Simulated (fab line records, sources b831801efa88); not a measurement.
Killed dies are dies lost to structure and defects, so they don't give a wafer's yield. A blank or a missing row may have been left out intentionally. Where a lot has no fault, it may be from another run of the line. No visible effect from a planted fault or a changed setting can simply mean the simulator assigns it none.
Struck lot and sound lot, side by side ; flow gf180mcu ; 27 steps out of a route of 602
Sound: the wafers L756.1, L756.3, L756.4. Wafers struck: L767.2, L767.4, L767.6. The cause is given at the end.
Order at every step that has rows: each side's tool, ch and its chambers, its first start. Under that, the readings that differ: sound wafers ; struck wafers ; difference of the means ; sigmas: that difference in standard deviations of wafers without a fault.
alike: words and numbers the same on both sides, and readings whose means are apart by under 2 such deviations; not compared: readings that were withheld, readings missing a value for some wafer, numbers with overlapping values and no deviation given by the record, and bounds like >300 which may hide the same value.
The two part at a step that has a row with sigmas, a row that says differs or no value, or rows on one side only. When numbers do not overlap yet have no deviation, they are printed without sigmas and do not part them. Lack of a reading on every wafer of one side parts them only where that side has two or more wafers.

GF_DNWELL_STRIP_08: strips in O2/N2.
  sound on plasmaAsher-01 ch 0,1, day 3 10:30; struck on plasmaAsher-02 ch 0,1, day 5 20:53
  alike: drypumpMotorCurrentA, heaterPowerW, o2FlowSccm, oesProductAu, stripTimeToEndpointS
  not compared: rfHoursCounterH
GF_DNWELL_TW_MEAS_09:
  sound: filmMetro-03 at day 3 10:36; struck: filmMetro-01 at day 5 21:00
  alike: DNWELL_TW
then, 7 steps without rows for these wafers: GF_NWELL_DEHYDRATE_00 (time 60 s); GF_NWELL_HMDS_01 (prime time 60 s); GF_NWELL_COAT_02 (resist thk 3000 nm); GF_NWELL_SOFTBAKE_03; GF_NWELL_EXPOSE_04 (exposes mask Nwell, target cd 860 nm); GF_NWELL_PEB_05; GF_NWELL_DEVELOP_06 (develop time 60 s).
GF_NWELL_OVL_MEAS_07:
  sound: overlay-01 at day 3 23:06; struck: overlay-01 at day 6 11:30
  alike: NWELL_OVL
then, 2 steps without rows for these wafers: GF_NWELL_IMPLANT_08; GF_NWELL_IMPLANT_09.
GF_NWELL_STRIP_10: strips in O2/N2.
  sound on plasmaAsher-04 ch 0,1, day 3 23:26; struck on plasmaAsher-04 ch 0, day 6 11:50
reading;sound;struck;difference;sigmas
oesProductAu (a.u.);0.714 0.714 0.723;0.963 0.956 0.955;+0.241;+52
stripTimeToEndpointS (s);37.06 36.88 37.05;- - -;no value on the struck wafers;
model.coat_of_NWELL_COAT_02.thkNm (nm);0 0 0;794.3 797.2 793.9;+795.1;
  alike: drypumpMotorCurrentA, heaterPowerW, o2FlowSccm
  not compared: rfHoursCounterH
GF_NWELL_TW_MEAS_11:
  sound: filmMetro-03 at day 3 23:32; struck: filmMetro-04 at day 6 11:56
  alike: NWELL_TW
then, 7 steps without rows for these wafers: GF_LVPWELL_DEHYDRATE_00 (time 60 s); GF_LVPWELL_HMDS_01 (prime time 60 s); GF_LVPWELL_COAT_02 (resist thk 3000 nm); GF_LVPWELL_SOFTBAKE_03; GF_LVPWELL_EXPOSE_04 (exposes mask LVPWELL, target cd 600 nm); GF_LVPWELL_PEB_05; GF_LVPWELL_DEVELOP_06 (develop time 60 s).
GF_LVPWELL_OVL_MEAS_07:
  sound: overlay-01 at day 4 12:55; struck: overlay-02 at day 7 02:29
  alike: LVPWELL_OVL
then, 2 steps without rows for these wafers: GF_LVPWELL_IMPLANT_08; GF_LVPWELL_IMPLANT_09.
GF_LVPWELL_STRIP_10: strips in O2/N2.
  sound on plasmaAsher-04 ch 0,1, day 4 13:16; struck on plasmaAsher-04 ch 0, day 7 02:49
reading;sound;struck;difference;sigmas
stripTimeToEndpointS (s);37.02 37.09 37.02;48.82 48.90 48.85;+11.81;+99 or more
  alike: drypumpMotorCurrentA, heaterPowerW, o2FlowSccm, oesProductAu
  not compared: rfHoursCounterH
GF_LVPWELL_TW_MEAS_11:
  sound: filmMetro-02 at day 4 13:22; struck: filmMetro-04 at day 7 02:55
reading;sound;struck;difference;sigmas
LVPWELL_TW;557.2 558.0 558.9;107.1 100.2 108.0;-452.9;-99 or more
then, 1 step without rows for these wafers: GF_MVSD_DEHYDRATE_00 (time 60 s).

== WHERE THEY PART ==
First at GF_NWELL_STRIP_10; last, within this record, at GF_LVPWELL_TW_MEAS_11.

WHY: what the simulator had put in
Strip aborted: plasmaAsher-04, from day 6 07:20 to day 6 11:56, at GF_NWELL_STRIP_10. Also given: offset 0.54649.
